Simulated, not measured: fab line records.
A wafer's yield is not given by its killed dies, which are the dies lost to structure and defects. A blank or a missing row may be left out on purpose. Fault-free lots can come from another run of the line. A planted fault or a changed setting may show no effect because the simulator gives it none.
Which of the tools did it? / flow sky130 / 12 lots, 36 wafers sampled, at 5 steps of a route of 708

== WHAT EACH GAUGE READ, for each wafer ==
SKY_VT_ADJUST_PCH_TW_MEAS_10.
lot=L654; measured=day 10 20:15; on=filmMetro-03; VT_ADJUST_PCH_TW=141.7 142.0 143.0
lot=L656; measured=day 11 11:36; on=filmMetro-03; VT_ADJUST_PCH_TW=141.2 140.7 141.4
lot=L657; measured=day 11 17:32; on=filmMetro-01; VT_ADJUST_PCH_TW=142.9 143.5 143.4
lot=L658; measured=day 12 02:08; on=filmMetro-01; VT_ADJUST_PCH_TW=143.1 142.1 143.1
lot=L659; measured=day 12 10:08; on=filmMetro-01; VT_ADJUST_PCH_TW=143.6 142.8 143.1
lot=L661; measured=day 13 00:22; on=filmMetro-01; VT_ADJUST_PCH_TW=143.4 143.8 143.8
lot=L665; measured=day 14 07:29; on=filmMetro-02; VT_ADJUST_PCH_TW=142.9 143.6 143.3
lot=L666; measured=day 14 14:48; on=filmMetro-01; VT_ADJUST_PCH_TW=144.1 144.1 143.4
lot=L667; measured=day 14 21:49; on=filmMetro-01; VT_ADJUST_PCH_TW=143.4 144.3 144.5
lot=L671; measured=day 16 10:06; on=filmMetro-02; VT_ADJUST_PCH_TW=143.9 144.5 144.2
lot=L674; measured=day 17 08:04; on=filmMetro-01; VT_ADJUST_PCH_TW=144.1 143.9 143.9
lot=L676; measured=day 18 09:27; on=filmMetro-02; VT_ADJUST_PCH_TW=142.8 142.6 142.1

SKY_SONOS_ONO_THK_MEAS_05.
lot=L654; measured=day 12 02:47; on=filmMetro-03; SONOS_ONO_CVD_04_THK (nm)=5.81 5.80 5.68
lot=L656; measured=day 12 21:11; on=filmMetro-03; SONOS_ONO_CVD_04_THK (nm)=5.67 5.65 5.70
lot=L657; measured=day 13 00:38; on=filmMetro-02; SONOS_ONO_CVD_04_THK (nm)=5.77 5.76 5.68
lot=L658; measured=day 13 10:36; on=filmMetro-03; SONOS_ONO_CVD_04_THK (nm)=5.74 5.86 5.94
lot=L659; measured=day 13 21:54; on=filmMetro-04; SONOS_ONO_CVD_04_THK (nm)=5.72 5.63 5.70
lot=L661; measured=day 14 07:07; on=filmMetro-02; SONOS_ONO_CVD_04_THK (nm)=5.80 5.81 5.85
lot=L665; measured=day 15 17:20; on=filmMetro-03; SONOS_ONO_CVD_04_THK (nm)=5.71 5.82 5.67
lot=L666; measured=day 15 23:58; on=filmMetro-04; SONOS_ONO_CVD_04_THK (nm)=5.85 5.95 5.94
lot=L667; measured=day 16 06:29; on=filmMetro-03; SONOS_ONO_CVD_04_THK (nm)=5.76 5.78 5.73
lot=L671; measured=day 17 21:06; on=filmMetro-04; SONOS_ONO_CVD_04_THK (nm)=5.57 5.51 5.49
lot=L674; measured=day 18 21:29; on=filmMetro-04; SONOS_ONO_CVD_04_THK (nm)=5.66 5.57 5.65
lot=L676; measured=day 19 21:41; on=filmMetro-03; SONOS_ONO_CVD_04_THK (nm)=5.79 5.76 5.71

SKY_GATE_OXIDE_THK_MEAS_02.
lot=L654; measured=day 13 06:24; on=filmMetro-04; GATE_OXIDE_OXIDATION_00_THK (nm)=10.56 10.66 10.54
lot=L656; measured=day 14 02:49; on=filmMetro-02; GATE_OXIDE_OXIDATION_00_THK (nm)=10.43 10.29 10.26
lot=L657; measured=day 14 06:48; on=filmMetro-02; GATE_OXIDE_OXIDATION_00_THK (nm)=10.22 10.17 10.36
lot=L658; measured=day 14 16:26; on=filmMetro-01; GATE_OXIDE_OXIDATION_00_THK (nm)=10.15 10.21 10.16
lot=L659; measured=day 15 03:35; on=filmMetro-01; GATE_OXIDE_OXIDATION_00_THK (nm)=10.47 10.39 10.59
lot=L661; measured=day 15 12:19; on=filmMetro-01; GATE_OXIDE_OXIDATION_00_THK (nm)=10.52 10.53 10.23
lot=L665; measured=day 16 23:31; on=filmMetro-04; GATE_OXIDE_OXIDATION_00_THK (nm)=10.12 10.15 10.18
lot=L666; measured=day 17 07:17; on=filmMetro-01; GATE_OXIDE_OXIDATION_00_THK (nm)=10.31 10.22 10.20
lot=L667; measured=day 17 16:48; on=filmMetro-02; GATE_OXIDE_OXIDATION_00_THK (nm)=9.95 9.88 9.68
lot=L671; measured=day 19 05:35; on=filmMetro-01; GATE_OXIDE_OXIDATION_00_THK (nm)=10.23 10.27 10.26
lot=L674; measured=day 20 05:59; on=filmMetro-02; GATE_OXIDE_OXIDATION_00_THK (nm)=10.06 10.07 10.16
lot=L676; measured=day 21 06:17; on=filmMetro-02; GATE_OXIDE_OXIDATION_00_THK (nm)=10.17 10.14 10.27

SKY_POLY_GATE_THK_MEAS_21.
lot=L654; measured=day 17 01:47; on=filmMetro-01; POLY_GATE_OXIDATION_THK (nm)=3.94 3.87 3.95
lot=L656; measured=day 18 03:29; on=filmMetro-03; POLY_GATE_OXIDATION_THK (nm)=4.02 4.06 4.07
lot=L657; measured=day 18 06:14; on=filmMetro-01; POLY_GATE_OXIDATION_THK (nm)=4.11 4.16 4.13
lot=L658; measured=day 18 16:55; on=filmMetro-02; POLY_GATE_OXIDATION_THK (nm)=4.07 4.06 4.02
lot=L659; measured=day 19 01:58; on=filmMetro-03; POLY_GATE_OXIDATION_THK (nm)=4.15 4.18 4.28
lot=L661; measured=day 19 13:02; on=filmMetro-03; POLY_GATE_OXIDATION_THK (nm)=3.94 3.92 3.95
lot=L665; measured=day 21 02:58; on=filmMetro-01; POLY_GATE_OXIDATION_THK (nm)=3.98 4.02 3.98
lot=L666; measured=day 21 12:46; on=filmMetro-02; POLY_GATE_OXIDATION_THK (nm)=3.97 4.01 3.95
lot=L667; measured=day 21 22:48; on=filmMetro-01; POLY_GATE_OXIDATION_THK (nm)=6.34 6.31 6.43
lot=L671; measured=day 23 10:28; on=filmMetro-01; POLY_GATE_OXIDATION_THK (nm)=4.03 4.03 4.01
lot=L674; measured=day 24 13:02; on=filmMetro-03; POLY_GATE_OXIDATION_THK (nm)=6.69 6.72 6.65
lot=L676; measured=day 25 10:24; on=filmMetro-02; POLY_GATE_OXIDATION_THK (nm)=6.55 6.53 6.61

== EACH LOT AND THE TOOL THAT RAN IT (in order: tool; ch and the chambers of the sampled wafers; start) ==
lot=L654; SKY_POLY_GATE_OXIDATION_20=furnace-01 ch 0, day 17 00:32
lot=L656; SKY_POLY_GATE_OXIDATION_20=furnace-02 ch 0, day 18 02:14
lot=L657; SKY_POLY_GATE_OXIDATION_20=furnace-02 ch 0, day 18 04:59
lot=L658; SKY_POLY_GATE_OXIDATION_20=furnace-01 ch 0, day 18 15:40
lot=L659; SKY_POLY_GATE_OXIDATION_20=furnace-01 ch 0, day 19 00:43
lot=L661; SKY_POLY_GATE_OXIDATION_20=furnace-02 ch 0, day 19 11:46
lot=L665; SKY_POLY_GATE_OXIDATION_20=furnace-02 ch 0, day 21 01:43
lot=L666; SKY_POLY_GATE_OXIDATION_20=furnace-02 ch 0, day 21 11:30
lot=L667; SKY_POLY_GATE_OXIDATION_20=furnace-01 ch 0, day 21 19:13 and furnace-02 ch 0, day 21 21:32
lot=L671; SKY_POLY_GATE_OXIDATION_20=furnace-01 ch 0, day 23 09:13
lot=L674; SKY_POLY_GATE_OXIDATION_20=furnace-01 ch 0, day 24 09:58
lot=L676; SKY_POLY_GATE_OXIDATION_20=furnace-01 ch 0, day 25 07:44
- SKY_POLY_GATE_OXIDATION_20: stabilise 600 s, purge 300 s, target thk 4 nm.

== AS READ BY THE TOOLS THEMSELVES (means over the sampled wafers that have a number; for cases with no such wafer, the mark the record gives instead) ==
SKY_POLY_GATE_OXIDATION_20.
lot=L654; tool=furnace-01; oxTempC (C)=849.8; spikeTcBottomC (C)=869.5; spikeTcTopC (C)=859.9; tube_center_temp_C_max=852.2; zonePowerBottomPct (%)=24.3
lot=L656; tool=furnace-02; oxTempC (C)=850.0; spikeTcBottomC (C)=864.7; spikeTcTopC (C)=864.1; tube_center_temp_C_max=851.9; zonePowerBottomPct (%)=27.0
lot=L657; tool=furnace-02; oxTempC (C)=849.6; spikeTcBottomC (C)=864.1; spikeTcTopC (C)=864.9; tube_center_temp_C_max=851.9; zonePowerBottomPct (%)=27.1
lot=L658; tool=furnace-01; oxTempC (C)=850.2; spikeTcBottomC (C)=870.4; spikeTcTopC (C)=859.8; tube_center_temp_C_max=852.1; zonePowerBottomPct (%)=24.4
lot=L659; tool=furnace-01; oxTempC (C)=849.7; spikeTcBottomC (C)=869.4; spikeTcTopC (C)=859.7; tube_center_temp_C_max=852.0; zonePowerBottomPct (%)=24.4
lot=L661; tool=furnace-02; oxTempC (C)=849.9; spikeTcBottomC (C)=864.1; spikeTcTopC (C)=864.1; tube_center_temp_C_max=851.9; zonePowerBottomPct (%)=27.2
lot=L665; tool=furnace-02; oxTempC (C)=850.5; spikeTcBottomC (C)=864.0; spikeTcTopC (C)=865.3; tube_center_temp_C_max=852.1; zonePowerBottomPct (%)=27.2
lot=L666; tool=furnace-02; oxTempC (C)=849.7; spikeTcBottomC (C)=864.7; spikeTcTopC (C)=864.9; tube_center_temp_C_max=852.3; zonePowerBottomPct (%)=27.0
lot=L667; tool=furnace-01/furnace-02; oxTempC (C)=849.9; spikeTcBottomC (C)=866.1; spikeTcTopC (C)=862.1; tube_center_temp_C_max=852.3; zonePowerBottomPct (%)=25.7
lot=L671; tool=furnace-01; oxTempC (C)=849.9; spikeTcBottomC (C)=870.3; spikeTcTopC (C)=859.3; tube_center_temp_C_max=852.1; zonePowerBottomPct (%)=24.6
lot=L674; tool=furnace-01; oxTempC (C)=849.9; spikeTcBottomC (C)=869.5; spikeTcTopC (C)=859.0; tube_center_temp_C_max=852.3; zonePowerBottomPct (%)=24.5
lot=L676; tool=furnace-01; oxTempC (C)=850.1; spikeTcBottomC (C)=869.7; spikeTcTopC (C)=859.5; tube_center_temp_C_max=852.1; zonePowerBottomPct (%)=24.6

== THE ANSWER, worked out from the rows above alone ==
Rule: the lots themselves supply what counts as usual. Put in order of their means at a reading, lots are off if they are a third of the lots or fewer, leave a main group of 4 or more, and stand apart from it by a gap of 3 or more times the standard deviation of the main group's means; of several such gaps the widest counts. Not used: any main group whose means are identical at the precision the tables above print for the reading. Also off: a lot with no number at a reading for which 4 or more lots have one. Any other lot the step has rows for is counted as sound. The gauges are gone through in route order, then the tools' own readings, and for those a lot's mean is taken as printed above. The first step at which some lot is off is used, and at that step the reading that is off furthest; a lot without a number counts as furthest.
Off: L667, L674, L676, at SKY_POLY_GATE_THK_MEAS_21 (POLY_GATE_OXIDATION_THK). The main group: mean 4.03 nm, standard deviation 0.086.
If a tool, at a process step before that reading, ran all the lots that are off and no sound lot after the first of them, it fits. The gauges at SKY_POLY_GATE_THK_MEAS_21 are tried like those tools. None of those tried fits.

== WHAT THE SIMULATOR PUT IN ==
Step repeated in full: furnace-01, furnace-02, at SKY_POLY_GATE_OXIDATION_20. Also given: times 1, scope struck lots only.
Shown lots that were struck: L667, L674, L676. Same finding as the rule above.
